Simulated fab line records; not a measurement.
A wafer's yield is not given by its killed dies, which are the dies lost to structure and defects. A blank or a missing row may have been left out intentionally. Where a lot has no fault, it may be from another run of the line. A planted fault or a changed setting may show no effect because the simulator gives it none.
A single fault, viewed from 2 desks :: flow gf180mcu :: numbers are kept per desk, each desk with only its own; the story behind them comes last

== FROM THE METROLOGY DESK ==
What the gauges read, lot by lot, whatever tool the lot ran on: means of the sampled wafers that have a number. A lot is out of limits, marked OUT, if its mean lies more than 4 standard deviations from the usual mean; the brackets give that distance.
Columns: A = LVPWELL_TW at GF_LVPWELL_TW_MEAS_11, usual 560; B = LVPWELL_RS at GF_VT_IMPLANT_RS_MEAS_48, usual 1197 ohm/sq; C = SAB_CVD_00_THK at GF_SAB_THK_MEAS_01, usual 49.9 nm
lot: L915
first seen here: day 3 22:41
A: 564
B: 1196
C: 50.4

lot: L916
first seen here: day 4 00:52
A: 555
B: 1196
C: 49.5

lot: L917
first seen here: day 4 08:22
A: 559
B: 1198
C: 50.3

lot: L918
first seen here: day 4 13:58
A: 561
B: 1191
C: 49.9

lot: L919
first seen here: day 4 18:16
A: 564
B: 1198
C: 49.8

lot: L921
first seen here: day 5 09:58
A: 566
B: 1196
C: 49.7

lot: L922
first seen here: day 5 20:13
A: 552
B: 1194
C: 49.4

lot: L924
first seen here: day 6 00:39
A: 554
B: 1197
C: 50.2

lot: L927
first seen here: day 6 17:28
A: 565
B: 1197
C: 49.7

lot: L929
first seen here: day 7 05:01
A: 555
B: 1204
C: 50.0

lot: L935
first seen here: day 8 18:58
A: 541
B: 1259 (+19) OUT
C: 49.7

lot: L937
first seen here: day 9 00:49
A: 543
B: 1256 (+18) OUT
C: 49.6
This desk reports L935, L937 out of limits; the earliest was L935 at day 13 10:20 (LVPWELL_RS at GF_VT_IMPLANT_RS_MEAS_48). In limits: L915, L916, L917, L918, L919, L921, L922, L924, L927, L929.

== TOOL OWNER'S DESK, implanter-04 ==
GF_LVPWELL_IMPLANT_08, tool's own readings: per-lot mean of the sampled wafers with a number, covering each lot this tool ran. A lot is out of limits, marked OUT, if its mean lies more than 4 standard deviations from the usual mean; the brackets give that distance.
Columns: A = dose_ions_cm2 at GF_LVPWELL_IMPLANT_08, usual 1.4998e+13; B = faraday_current_uA at GF_LVPWELL_IMPLANT_08, usual 84.7
lot: L915
first seen here: day 3 22:17
A: 1.5002e+13
B: 84.1

lot: L916
first seen here: day 4 00:28
A: 1.4977e+13
B: 83.9

lot: L918
first seen here: day 4 13:34
A: 1.4970e+13
B: 85.9

lot: L919
first seen here: day 4 17:53
A: 1.5002e+13
B: 84.2

lot: L921
first seen here: day 5 09:34
A: 1.4996e+13
B: 85.4

lot: L929
first seen here: day 7 04:37
A: 1.4968e+13
B: 83.6

lot: L935
first seen here: day 8 18:35
A: 1.3612e+13 (-77) OUT
B: 76.8 (-4.9) OUT

lot: L937
first seen here: day 9 00:27
A: 1.3596e+13 (-78) OUT
B: 77.8 (-4.3) OUT
Finding of this desk: L935, L937 out of limits; the first was L935 at day 8 18:35, on dose_ions_cm2 at GF_LVPWELL_IMPLANT_08. In limits: L915, L916, L918, L919, L921, L929.

== PUT TOGETHER ==
The tool owner's desk could have raised an alarm at day 8 18:35, on L935, L937.
Metrology desk: alarm possible at day 13 10:20 on L935, L937.
Every lot named ran GF_LVPWELL_IMPLANT_08 on implanter-04.

== WHAT THE SIMULATOR HAD INSERTED ==
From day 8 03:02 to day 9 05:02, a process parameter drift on implanter-04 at GF_LVPWELL_IMPLANT_08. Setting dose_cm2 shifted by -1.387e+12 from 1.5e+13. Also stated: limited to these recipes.
Struck lots among those shown: L935, L937.
Time in hours from fault onset to the first out-of-limits reading at each desk: tool owner's desk 16, metrology desk 127.
